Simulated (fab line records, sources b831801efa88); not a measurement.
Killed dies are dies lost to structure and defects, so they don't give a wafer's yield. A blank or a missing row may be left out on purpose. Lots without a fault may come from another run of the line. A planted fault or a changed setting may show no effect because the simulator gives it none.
Tool commonality check | flow gf180mcu | 10 lots, 39 wafers sampled

WHY IT WAS OPENED
At GF_V4_RS_MEAS_24 the reading V4_W_RS is flagged on 3 of 10 lots. Wafers without a fault read 0.328 ohm/sq, standard deviation 0.0047.
Rule: a lot is flagged when every wafer of it that has a number lies more than 4 standard deviations from that mean, or none has a number. The other lots count as sound.

lot  | measured     | on            | V4_W_RS (ohm/sq), wafer by wafer    | flag
L182 | day 25 05:00 | film_metro-02 | 0.329 0.333 0.329                   |
L188 | day 27 07:02 | film_metro-03 | 0.227 0.227 0.232 0.227 0.227 0.232 | FLAGGED
L187 | day 27 12:05 | film_metro-03 | 0.229 0.229 0.234 0.228 0.228 0.234 | FLAGGED
L189 | day 27 14:58 | film_metro-04 | 0.232 0.231 0.232 0.233 0.231 0.232 | FLAGGED
L190 | day 27 22:34 | film_metro-04 | 0.331 0.324 0.331                   |
L198 | day 30 02:14 | film_metro-02 | 0.331 0.337 0.334                   |
L197 | day 30 04:19 | film_metro-04 | 0.325 0.329 0.330                   |
L199 | day 30 11:23 | film_metro-04 | 0.332 0.323 0.329                   |
L200 | day 30 12:42 | film_metro-02 | 0.324 0.330 0.325                   |
L202 | day 31 04:46 | film_metro-03 | 0.328 0.334 0.337                   |
The numbers of the flagged lots are 0.230 ohm/sq on average: -0.098 ohm/sq against the usual, or -21 standard deviations.

WHICH TOOL RAN EACH LOT
The record holds 4 process steps before the reading, out of a route of 602 steps. In each cell: the tool, then ch and the chambers that the sampled wafers went through, then the start.
lot  | flag    | GF_V4_CVD_02                    | GF_V4_STRIP_18                       | GF_V4_SPUTTER_21             | GF_V4_CVD_23
L182 |         | pecvd-03 ch 0,2, day 24 05:02   | plasma_asher-02 ch 1, day 25 04:15   | pvd_sputter-03, day 25 04:47 | cvd_w-02 ch 0,1, day 25 04:53
L188 | FLAGGED | pecvd-02 ch 0,1,2, day 26 08:43 | plasma_asher-01 ch 0,1, day 27 06:13 | pvd_sputter-04, day 27 06:47 | cvd_w-01 ch 0,1, day 27 06:55
L187 | FLAGGED | pecvd-04 ch 0,2, day 26 14:23   | plasma_asher-03 ch 0,1, day 27 11:17 | pvd_sputter-04, day 27 11:52 | cvd_w-01 ch 0,1, day 27 11:58
L189 | FLAGGED | pecvd-04 ch 0,2, day 26 17:28   | plasma_asher-03 ch 0,1, day 27 14:09 | pvd_sputter-04, day 27 14:44 | cvd_w-01 ch 1, day 27 14:50
L190 |         | pecvd-03 ch 1,2, day 27 00:56   | plasma_asher-03 ch 0,1, day 27 21:48 | pvd_sputter-04, day 27 22:20 | cvd_w-02 ch 0,1, day 27 22:26
L198 |         | pecvd-04 ch 0,1,2, day 29 05:34 | plasma_asher-01 ch 0,1, day 30 01:29 | pvd_sputter-03, day 30 02:01 | cvd_w-01 ch 0,1, day 30 02:07
L197 |         | pecvd-02 ch 1,2, day 29 07:44   | plasma_asher-01 ch 0,1, day 30 03:32 | pvd_sputter-03, day 30 04:05 | cvd_w-01 ch 0,1, day 30 04:11
L199 |         | pecvd-03 ch 0,2, day 29 13:58   | plasma_asher-03 ch 0,1, day 30 10:35 | pvd_sputter-02, day 30 11:09 | cvd_w-01 ch 0,1, day 30 11:15
L200 |         | pecvd-02 ch 1,2, day 29 16:17   | plasma_asher-02 ch 0,1, day 30 11:55 | pvd_sputter-04, day 30 12:27 | cvd_w-01 ch 0,1, day 30 12:35
L202 |         | pecvd-03 ch 1,2, day 30 09:40   | plasma_asher-02 ch 0, day 31 04:01   | pvd_sputter-04, day 31 04:33 | cvd_w-01 ch 0,1, day 31 04:39
What these steps do:
- GF_V4_CVD_02: deposits SiO2 from TEOS, target thk 850 nm, time 94.851 s.
- GF_V4_STRIP_18: strips in O2/N2.
- GF_V4_SPUTTER_21: material Ti, target thk 15 nm, time 80.02 s.
- GF_V4_CVD_23: deposits W, target thk 350 nm, time 104.9 s.
- GF_V4_RS_MEAS_24: measures by four-point-probe.

FLAGGED OVER TOTAL, TOOL BY TOOL (the gauges that took the reading come last)
step             | tool            | lots run | flagged | share of the flagged lots | sound lots run after its first flagged lot
GF_V4_CVD_02     | pecvd-02        | 3        | 1       | some                      | 2 (L197,L200)
GF_V4_CVD_02     | pecvd-03        | 4        | 0       | none                      | -
GF_V4_CVD_02     | pecvd-04        | 3        | 2       | some                      | 1 (L198)
GF_V4_STRIP_18   | plasma_asher-01 | 3        | 1       | some                      | 2 (L198,L197)
GF_V4_STRIP_18   | plasma_asher-02 | 3        | 0       | none                      | -
GF_V4_STRIP_18   | plasma_asher-03 | 4        | 2       | some                      | 2 (L190,L199)
GF_V4_SPUTTER_21 | pvd_sputter-02  | 1        | 0       | none                      | -
GF_V4_SPUTTER_21 | pvd_sputter-03  | 3        | 0       | none                      | -
GF_V4_SPUTTER_21 | pvd_sputter-04  | 6        | 3       | all                       | 3 (L190,L200,L202)
GF_V4_CVD_23     | cvd_w-01        | 8        | 3       | all                       | 5 (L198,L197,L199,L200,L202)
GF_V4_CVD_23     | cvd_w-02        | 2        | 0       | none                      | -
GF_V4_RS_MEAS_24 | film_metro-02   | 3        | 0       | none                      | -
GF_V4_RS_MEAS_24 | film_metro-03   | 3        | 2       | some                      | 1 (L202)
GF_V4_RS_MEAS_24 | film_metro-04   | 4        | 1       | some                      | 3 (L190,L197,L199)

WHAT THE TABLE ALLOWS
2 rows of the table ran every flagged lot: pvd_sputter-04 at GF_V4_SPUTTER_21, cvd_w-01 at GF_V4_CVD_23.
- pvd_sputter-04 at GF_V4_SPUTTER_21: 3 of its 6 lots flagged. Sound lots ran on it after the first flagged one (L190, L200, L202), which a lasting fault on the whole tool wouldn't allow.
- cvd_w-01 at GF_V4_CVD_23: 3 of its 8 lots flagged. Sound lots ran on it after the first flagged one (L198, L197, L199, L200, L202), which a lasting fault on the whole tool wouldn't allow.
No row of the table ran every flagged lot and no sound lot after the first.

WHAT THE SIMULATOR HAD PUT IN
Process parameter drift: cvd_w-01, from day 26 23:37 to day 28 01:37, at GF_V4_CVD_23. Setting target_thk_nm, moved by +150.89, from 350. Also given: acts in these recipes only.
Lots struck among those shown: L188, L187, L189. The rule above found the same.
